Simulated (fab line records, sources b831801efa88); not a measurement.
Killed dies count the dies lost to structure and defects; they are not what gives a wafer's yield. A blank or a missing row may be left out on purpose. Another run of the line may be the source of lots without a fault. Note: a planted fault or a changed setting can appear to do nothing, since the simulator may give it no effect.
Which tool is to blame? :: flow sky130 :: 12 lots with 36 wafers sampled at 4 steps, on a route of 708 steps

WHAT EACH GAUGE READ, for each wafer
SKY_PASSIVATION_THK_MEAS_01.
lot: L654
measured: day 44 05:10
on: film_metro-01
PASSIVATION_CVD_00_THK (nm): 90.5 88.6 89.4

lot: L655
measured: day 44 18:07
on: film_metro-02
PASSIVATION_CVD_00_THK (nm): 89.6 90.3 90.6

lot: L657
measured: day 45 02:32
on: film_metro-01
PASSIVATION_CVD_00_THK (nm): 91.8 90.4 91.4

lot: L658
measured: day 45 13:01
on: film_metro-01
PASSIVATION_CVD_00_THK (nm): 89.9 90.7 91.1

lot: L661
measured: day 46 09:19
on: film_metro-04
PASSIVATION_CVD_00_THK (nm): 88.5 88.8 89.6

lot: L662
measured: day 46 16:51
on: film_metro-04
PASSIVATION_CVD_00_THK (nm): 89.8 90.2 88.9

lot: L667
measured: day 47 20:15
on: film_metro-04
PASSIVATION_CVD_00_THK (nm): 88.8 89.5 91.0

lot: L672
measured: day 48 17:47
on: film_metro-01
PASSIVATION_CVD_00_THK (nm): 89.3 89.2 91.1

lot: L673
measured: day 48 21:48
on: film_metro-01
PASSIVATION_CVD_00_THK (nm): 90.1 89.8 89.4

lot: L674
measured: day 49 03:27
on: film_metro-01
PASSIVATION_CVD_00_THK (nm): 89.7 90.7 90.7

lot: L676
measured: day 49 04:23
on: film_metro-04
PASSIVATION_CVD_00_THK (nm): 90.9 90.1 91.2

lot: L677
measured: day 49 18:40
on: film_metro-02
PASSIVATION_CVD_00_THK (nm): 90.5 92.3 91.4

SKY_PASSIVATION_THK_MEAS_03.
lot: L654
measured: day 44 05:26
on: film_metro-01
PASSIVATION_CVD_02_THK (nm): 533 534 534

lot: L655
measured: day 44 18:23
on: film_metro-04
PASSIVATION_CVD_02_THK (nm): 532 540 544

lot: L657
measured: day 45 02:56
on: film_metro-04
PASSIVATION_CVD_02_THK (nm): 549 549 538

lot: L658
measured: day 45 13:25
on: film_metro-01
PASSIVATION_CVD_02_THK (nm): 541 547 553

lot: L661
measured: day 46 09:35
on: film_metro-04
PASSIVATION_CVD_02_THK (nm): 538 540 543

lot: L662
measured: day 46 17:08
on: film_metro-02
PASSIVATION_CVD_02_THK (nm): 552 556 553

lot: L667
measured: day 47 20:32
on: film_metro-04
PASSIVATION_CVD_02_THK (nm): 533 535 543

lot: L672
measured: day 48 18:04
on: film_metro-02
PASSIVATION_CVD_02_THK (nm): 538 533 545

lot: L673
measured: day 48 22:05
on: film_metro-01
PASSIVATION_CVD_02_THK (nm): 528 534 540

lot: L674
measured: day 49 03:44
on: film_metro-02
PASSIVATION_CVD_02_THK (nm): 537 538 546

lot: L676
measured: day 49 04:40
on: film_metro-02
PASSIVATION_CVD_02_THK (nm): 534 533 541

lot: L677
measured: day 49 19:04
on: film_metro-01
PASSIVATION_CVD_02_THK (nm): 532 537 544

WHAT TOOL EACH LOT RAN ON (gives the tool, then ch and the chambers of the sampled wafers, and finally the start)
lot: L654
SKY_METAL1_SPUTTER_00: pvd_sputter-03, day 32 02:11
SKY_METAL5_DESCUM_14: rie_metal-01 ch 0,1, day 44 04:08

lot: L655
SKY_METAL1_SPUTTER_00: pvd_sputter-01, day 32 18:15
SKY_METAL5_DESCUM_14: rie_metal-01 ch 0,1, day 44 17:10

lot: L657
SKY_METAL1_SPUTTER_00: pvd_sputter-03, day 33 05:47
SKY_METAL5_DESCUM_14: rie_metal-04 ch 0,1, day 45 01:38

lot: L658
SKY_METAL1_SPUTTER_00: pvd_sputter-01, day 33 18:59
SKY_METAL5_DESCUM_14: rie_metal-01 ch 0,1, day 45 12:07

lot: L661
SKY_METAL1_SPUTTER_00: pvd_sputter-01, day 34 16:53
SKY_METAL5_DESCUM_14: rie_metal-04 ch 0,1, day 46 08:25

lot: L662
SKY_METAL1_SPUTTER_00: pvd_sputter-01, day 35 04:02
SKY_METAL5_DESCUM_14: rie_metal-02 ch 0,1, day 46 15:57

lot: L667
SKY_METAL1_SPUTTER_00: pvd_sputter-03, day 36 16:04
SKY_METAL5_DESCUM_14: rie_metal-01 ch 0,1, day 47 19:17

lot: L672
SKY_METAL1_SPUTTER_00: pvd_sputter-04, day 37 20:22
SKY_METAL5_DESCUM_14: rie_metal-01 ch 0,1, day 48 16:52

lot: L673
SKY_METAL1_SPUTTER_00: pvd_sputter-01, day 37 23:27
SKY_METAL5_DESCUM_14: rie_metal-04 ch 0, day 48 20:55

lot: L674
SKY_METAL1_SPUTTER_00: pvd_sputter-01, day 38 06:58
SKY_METAL5_DESCUM_14: rie_metal-04 ch 0,1, day 49 02:33

lot: L676
SKY_METAL1_SPUTTER_00: pvd_sputter-01, day 38 10:23
SKY_METAL5_DESCUM_14: rie_metal-02 ch 0,1, day 49 03:29

lot: L677
SKY_METAL1_SPUTTER_00: pvd_sputter-01, day 39 03:55
SKY_METAL5_DESCUM_14: rie_metal-02 ch 1, day 49 17:25
- SKY_METAL1_SPUTTER_00: material Ti, target thk 15 nm, time 10 s.
- SKY_METAL5_DESCUM_14: chemistry O2, time 11 s.

AS READ BY THE TOOLS THEMSELVES (means over the sampled wafers that have a number; for cases with no such wafer, the mark the record gives instead)
SKY_METAL1_SPUTTER_00.
lot: L654
tool: pvd_sputter-03
chamber_pressure_pa (Pa): 0.3993
throttle_valve_pct (%): 30.3

lot: L655
tool: pvd_sputter-01
chamber_pressure_pa (Pa): 0.3999
throttle_valve_pct (%): 30.5

lot: L657
tool: pvd_sputter-03
chamber_pressure_pa (Pa): 0.3995
throttle_valve_pct (%): 30.6

lot: L658
tool: pvd_sputter-01
chamber_pressure_pa (Pa): 0.3994
throttle_valve_pct (%): 30.2

lot: L661
tool: pvd_sputter-01
chamber_pressure_pa (Pa): 0.4005
throttle_valve_pct (%): 30.2

lot: L662
tool: pvd_sputter-01
chamber_pressure_pa (Pa): 0.4003
throttle_valve_pct (%): 30.6

lot: L667
tool: pvd_sputter-03
chamber_pressure_pa (Pa): 0.3999
throttle_valve_pct (%): 30.1

lot: L672
tool: pvd_sputter-04
chamber_pressure_pa (Pa): 0.4008
throttle_valve_pct (%): 28.9

lot: L673
tool: pvd_sputter-01
chamber_pressure_pa (Pa): 0.3999
throttle_valve_pct (%): 30.4

lot: L674
tool: pvd_sputter-01
chamber_pressure_pa (Pa): 0.3998
throttle_valve_pct (%): 30.1

lot: L676
tool: pvd_sputter-01
chamber_pressure_pa (Pa): 0.4009
throttle_valve_pct (%): 30.1

lot: L677
tool: pvd_sputter-01
chamber_pressure_pa (Pa): 0.4003
throttle_valve_pct (%): 29.6

SKY_METAL5_DESCUM_14.
lot: L654
tool: rie_metal-01
drypump_motor_current_A (A): 6.4
oes_product_au (a.u.): 1.004

lot: L655
tool: rie_metal-01
drypump_motor_current_A (A): 6.3
oes_product_au (a.u.): 1.002

lot: L657
tool: rie_metal-04
drypump_motor_current_A (A): 5.1
oes_product_au (a.u.): 1.004

lot: L658
tool: rie_metal-01
drypump_motor_current_A (A): 6.4
oes_product_au (a.u.): 1.003

lot: L661
tool: rie_metal-04
drypump_motor_current_A (A): 5.1
oes_product_au (a.u.): 1.003

lot: L662
tool: rie_metal-02
drypump_motor_current_A (A): 5.4
oes_product_au (a.u.): 1.000

lot: L667
tool: rie_metal-01
drypump_motor_current_A (A): 6.4
oes_product_au (a.u.): 0.996

lot: L672
tool: rie_metal-01
drypump_motor_current_A (A): 6.3
oes_product_au (a.u.): 0.998

lot: L673
tool: rie_metal-04
drypump_motor_current_A (A): 5.1
oes_product_au (a.u.): 0.995

lot: L674
tool: rie_metal-04
drypump_motor_current_A (A): 5.1
oes_product_au (a.u.): 0.997

lot: L676
tool: rie_metal-02
drypump_motor_current_A (A): 5.4
oes_product_au (a.u.): 0.994

lot: L677
tool: rie_metal-02
drypump_motor_current_A (A): 5.7
oes_product_au (a.u.): 0.993

THE ANSWER, worked out from the rows above alone
Rule: the lots themselves supply what counts as usual. Put in order of their means at a reading, lots are off if they are a third of the lots or fewer, leave a main group of 4 or more, and stand apart from it by a gap of 3 or more times the standard deviation of the main group's means; of several such gaps the widest counts. A main group whose means are all the same, to the digits that the tables above print for the reading, isn't used. A lot without any number at a reading at which 4 lots or more have one is off too. Where the step has rows for the other lots, those lots are counted as sound. First the gauges in route order, then the tools' own readings, where a lot's mean is used as printed above. At the first step where some lot is off, the reading lying furthest off is the one used; lots without a number count as furthest.
None of the lots is off at any reading shown; this tells nothing.

WHAT THE SIMULATOR PUT IN
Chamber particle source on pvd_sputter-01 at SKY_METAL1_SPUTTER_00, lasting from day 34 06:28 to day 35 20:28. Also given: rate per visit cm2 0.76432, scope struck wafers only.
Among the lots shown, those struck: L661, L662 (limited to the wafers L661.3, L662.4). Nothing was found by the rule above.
